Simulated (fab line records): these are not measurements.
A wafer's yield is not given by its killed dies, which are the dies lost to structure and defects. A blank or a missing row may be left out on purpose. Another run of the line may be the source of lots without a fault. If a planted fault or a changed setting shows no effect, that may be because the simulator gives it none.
fab line records	flow sky130
record: lots: 14	wafers: 42	last_day: 50
route steps=708 shown CONTACT@432 METAL1@435
lots untouched by any fault: they come from a run of this same line in which no faults occurred
start_h: hours from the record's first day to the start of the lot's first wafer shown	wait_h: how many hours have passed since the lot's step before this one	" unchanged from the row above	L1.1+2: a single row standing in for several wafers	- no value, or no start given	* or withheld: withheld	< > ~ a bound
route shown NAME@n: a module of which the file shows steps, and the number in the route of the first	usual: mean/standard deviation taken from wafers without a fault	same: alike in all rows	chamber/n: place in a boat	sites: per-site readings	_std_site: standard deviation of those values	_edge_site: inner sites' mean taken away from outer sites' mean	radius_mm: how far each site lies from the wafer's centre	mask NAME#n: copy n	behind: tool/chamber where the wafer was last shaped	hold: the reason the lot was held/the length of the hold in hours/how it ended	device: transistor that didn't switch, given as n, p or np	end of line: the tests these same wafers got at the end of their route	where a step has no rows: the recipe by itself	killed: the dies lost at the first sort to structure and to defects; this is not the yield of the wafer	map: dies across one wafer; x = killed, . = not, _ = none there
set.NAME: setting as actually run; set.NAME@STEP: the setting as run at that earlier step	model.NAME: the simulator's own value behind a step, which no gauge read
the route's steps for a sample of lots (tables are steps, rows are wafers)
services: a tool's chamber out of use, with start hour (start_h, from the record's first day; less than 0 if before it), hours out, and reason
== steps ==
step: SKY_CONTACT_THK_MEAS_26
recipe: thk_meas_gauge: xrf	reads: W_of_CONTACT_CVD_24
usual: CONTACT_W_THK: 350/7.5
lot.wafer	tool	chamber	start_h	wait_h	CONTACT_W_THK[nm]
L516.2	film_metro-02	-	766.89	0.1	348
L516.3	"	-	"	"	354
L516.5	"	-	"	"	351
L515.2	film_metro-02	-	768.58	0.1	337
L515.3	"	-	"	"	355
L515.6	"	-	"	"	337
L517.1	film_metro-01	-	768.98	0.1	367
L517.2	"	-	"	"	366
L517.5	"	-	"	"	368
L518.2	film_metro-02	-	770.69	0.1	354
L518.3	"	-	"	"	337
L518.4	"	-	"	"	353
L519.1	film_metro-02	-	771.37	0.1	345
L519.2	"	-	"	"	348
L519.6	"	-	"	"	346
L520.1	film_metro-02	-	792.63	0.1	340
L520.2	"	-	"	"	344
L520.3	"	-	"	"	341
L525.2	film_metro-01	-	814.17	0.1	348
L525.4	"	-	"	"	350
L525.5	"	-	"	"	355
L527.1	film_metro-04	-	829.17	0.1	344
L527.2	"	-	"	"	354
L527.5	"	-	"	"	343
L528.1	film_metro-01	-	837.06	0.1	345
L528.3	"	-	"	"	358
L528.6	"	-	"	"	354
L530.1	film_metro-01	-	861.32	0.1	360
L530.2	"	-	"	"	357
L530.6	"	-	"	"	356
L531.1	film_metro-02	-	865.60	0.1	342
L531.4	"	-	"	"	341
L531.5	"	-	"	"	342
L532.1	film_metro-02	-	882.46	0.1	349
L532.5	"	-	"	"	354
L532.6	"	-	"	"	336
L534.1	film_metro-01	-	889.51	0.1	357
L534.2	"	-	"	"	356
L534.6	"	-	"	"	355
L535.1	film_metro-04	-	893.88	0.1	344
L535.3	"	-	"	"	356
L535.6	"	-	"	"	356
step: SKY_METAL1_SPUTTER_01
recipe: material: TiN	target_thk_nm: 20	power_w: 6500	time_s: 16.7	chamber_pressure_pa: 0.4
usual: throttle_valve_pct: 30.0/0.95
lot.wafer	tool	chamber	start_h	wait_h	throttle_valve_pct
L516.2	pvd_sputter-02	-	767.26	0.0	30.4
L516.3	"	-	"	"	30.6
L516.5	"	-	"	"	28.9
L515.2	pvd_sputter-04	-	768.95	0.0	31.0
L515.3	"	-	"	"	30.9
L515.6	"	-	"	"	28.9
L517.1	pvd_sputter-02	-	769.36	0.0	30.5
L517.2	"	-	"	"	30.6
L517.5	"	-	"	"	29.1
L518.2	pvd_sputter-03	-	771.06	0.0	29.5
L518.3	"	-	"	"	31.7
L518.4	"	-	"	"	30.4
L519.1	pvd_sputter-02	-	771.75	0.0	30.2
L519.2	"	-	"	"	30.3
L519.6	"	-	"	"	30.7
L520.1	pvd_sputter-02	-	793.02	0.0	30.4
L520.2	"	-	"	"	29.1
L520.3	"	-	"	"	30.6
L525.2	pvd_sputter-03	-	814.54	0.0	29.5
L525.4	"	-	"	"	30.1
L525.5	"	-	"	"	29.4
L527.1	pvd_sputter-02	-	829.56	0.0	30.5
L527.2	"	-	"	"	30.5
L527.5	"	-	"	"	30.2
L528.1	pvd_sputter-03	-	837.45	0.0	31.3
L528.3	"	-	"	"	30.5
L528.6	"	-	"	"	31.4
L530.1	pvd_sputter-02	-	861.71	0.0	29.0
L530.2	"	-	"	"	30.6
L530.6	"	-	"	"	30.4
L531.1	pvd_sputter-02	-	865.99	0.0	30.3
L531.4	"	-	"	"	30.5
L531.5	"	-	"	"	30.2
L532.1	pvd_sputter-04	-	883.47	0.0	28.1
L532.5	"	-	"	"	29.2
L532.6	"	-	"	"	27.9
L534.1	pvd_sputter-02	-	889.90	0.0	30.4
L534.2	"	-	"	"	28.9
L534.6	"	-	"	"	30.7
L535.1	pvd_sputter-03	-	894.29	0.0	29.2
L535.3	"	-	"	"	31.6
L535.6	"	-	"	"	30.2
step: SKY_METAL1_PEB_13
recipe: peb_temp_c: withheld	peb_time_s: withheld	resist: KrF-thick
usual: chill_plate_temp_C: *	exhaust_pa: 45.0/0.9
lot.wafer	tool	chamber	start_h	wait_h	chill_plate_temp_C	exhaust_pa
L516.2	litho_track-01	0	793	-	*	45.3
L516.3	"	0	"	"	*	42.9
L516.5	"	0	794	-	*	45.0
L515.2	litho_track-01	0	795	-	*	45.3
L515.3	"	0	"	"	*	44.5
L515.6	"	0	"	"	*	43.6
L517.1	litho_track-03	0	796	-	*	44.7
L517.2	"	0	"	"	*	45.6
L517.5	"	0	"	"	*	44.9
L518.2	litho_track-03	0	797	-	*	45.0
L518.3	"	0	"	"	*	45.8
L518.4	"	0	"	"	*	44.9
L519.1	litho_track-01	-	798	-	-	-
L519.2	"	-	"	"	-	-
L519.6	"	-	"	"	-	-
L520.1	litho_track-01	-	819	-	-	-
L520.2	"	-	"	"	-	-
L520.3	"	-	"	"	-	-
L525.2	litho_track-01	0	840	-	*	45.2
L525.4	"	0	"	"	*	45.1
L525.5	"	0	"	"	*	47.3
L527.1	litho_track-04	0	855	-	*	44.3
L527.2	"	0	"	"	*	45.7
L527.5	"	0	"	"	*	45.8
L528.1	litho_track-03	0	862	-	*	45.0
L528.3	"	0	"	"	*	43.9
L528.6	"	0	"	"	*	45.6
L530.1	litho_track-01	0	886	-	*	44.9
L530.2	"	0	"	"	*	45.7
L530.6	"	0	887	-	*	43.9
L531.1	litho_track-01	0	891	-	*	45.5
L531.4	"	0	"	"	*	44.2
L531.5	"	0	"	"	*	44.0
L532.1	litho_track-01	0	908	-	*	43.3
L532.5	"	0	"	"	*	43.7
L532.6	"	0	"	"	*	43.6
L534.1	litho_track-04	0	914	-	*	44.1
L534.2	"	0	"	"	*	43.7
L534.6	"	0	"	"	*	45.5
L535.1	litho_track-01	0	918	-	*	46.2
L535.3	"	0	"	"	*	44.2
L535.6	"	0	"	"	*	45.7
step: SKY_METAL1_DESCUM_17
recipe: chemistry: O2	source_power_w: 150	bias_power_w: 0	pressure_mtorr: 10	temp_c: 40	time_s: 8
usual: drypump_motor_current_A: 5.8/0.46	oes_product_au: 1.003/0.0081
lot.wafer	tool	chamber	start_h	wait_h	drypump_motor_current_A	oes_product_au	rf_hours_counter_h
L516.2	rie_metal-01	0	794.40	0.0	6.0	0.999	3
L516.3	"	1	"	"	6.4	1.008	-
L516.5	"	0	"	"	6.0	1.008	-
L515.2	rie_metal-02	0	796.15	0.0	5.0	1.002	4
L515.3	"	1	"	"	5.7	1.006	-
L515.6	"	0	"	"	4.9	1.010	-
L517.1	rie_metal-03	0	796.80	0.0	5.5	0.999	3
L517.2	"	1	"	"	5.9	0.985	1
L517.5	"	0	"	"	5.5	0.996	-
L518.2	rie_metal-01	0	798.05	0.0	6.0	1.001	3
L518.3	"	1	"	"	6.4	1.020	-
L518.4	"	0	"	"	6.0	0.995	-
L519.1	rie_metal-02	1	798.70	0.0	5.7	1.003	2
L519.2	"	0	"	"	5.0	1.000	5
L519.6	"	1	"	"	5.7	1.008	-
L520.1	rie_metal-01	0	820.05	0.0	6.0	0.999	4
L520.2	"	1	"	"	6.4	1.017	13
L520.3	"	0	"	"	6.0	1.004	-
L525.2	rie_metal-02	1	840.85	0.0	5.7	1.007	4
L525.4	"	0	"	"	5.0	1.013	-
L525.5	"	1	"	"	5.7	1.006	-
L527.1	rie_metal-01	1	856.00	0.0	6.4	1.018	15
L527.2	"	0	"	"	6.0	0.999	5
L527.5	"	0	"	"	6.0	0.992	-
L528.1	rie_metal-02	0	862.70	0.0	5.0	1.002	8
L528.3	"	1	"	"	5.7	1.012	-
L528.6	"	1	"	"	5.7	1.017	-
L530.1	rie_metal-02	1	887.35	0.0	5.7	0.994	6
L530.2	"	0	"	"	5.0	0.998	8
L530.6	"	0	"	"	4.9	0.992	-
L531.1	rie_metal-03	0	892.00	0.0	5.5	0.999	7
L531.4	"	1	"	"	6.0	1.004	-
L531.5	"	0	"	"	5.5	1.006	-
L532.1	rie_metal-01	0	908.95	0.0	6.0	0.998	7
L532.5	"	1	"	"	6.4	1.009	-
L532.6	"	0	"	"	6.0	1.001	-
L534.1	rie_metal-02	1	915.20	0.0	5.7	1.002	7
L534.2	"	0	"	"	5.0	0.997	9
L534.6	"	1	"	"	5.7	1.007	-
L535.1	rie_metal-03	0	919.10	0.0	5.6	0.992	8
L535.3	"	1	"	"	5.9	0.988	-
L535.6	"	1	"	"	5.9	0.994	-
== services ==
tool	chamber	start_h	hours	kind
rie_metal-01	-	747.51	0.3	repair
pvd_sputter-04	-	760.20	1.0	repair
pvd_sputter-04	-	767.44	0.7	repair
pvd_sputter-02	-	812.79	4.9	repair
rie_metal-03	-	814.19	0.5	repair
pvd_sputter-04	-	850.81	1.7	repair
litho_track-04	-	912.70	-	consumable_replace:filter
== key ==
first_sign: step: SKY_METAL1_PEB_13	reading: tool_record	direction: missing
effect none on later readings
met_at SKY_METAL1_PEB_13
struck_lots L519,L520
later_rows_left_out L519.1,L519.2,L519.6,L520.1,L520.2,L520.3
sort_left_out L519.1,L519.2,L519.6,L520.1,L520.2,L520.3
not_acting_at SKY_CONTACT_THK_MEAS_26,SKY_METAL1_SPUTTER_01,SKY_METAL1_DESCUM_17
onset_between 795 798
fault: kind: skipped_step_whole	tool: litho_track-01	chamber: -	onset_h: 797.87	steps: SKY_METAL1_PEB_13	scope: struck_lots_only
sort_left_out: the simulated sort isn't trusted on such a fault, so these wafers' sort isn't shown, and their yield isn't known
later_rows_left_out: the simulator's readings of these wafers behind a module that went badly wrong aren't trusted and aren't shown, but for the sort
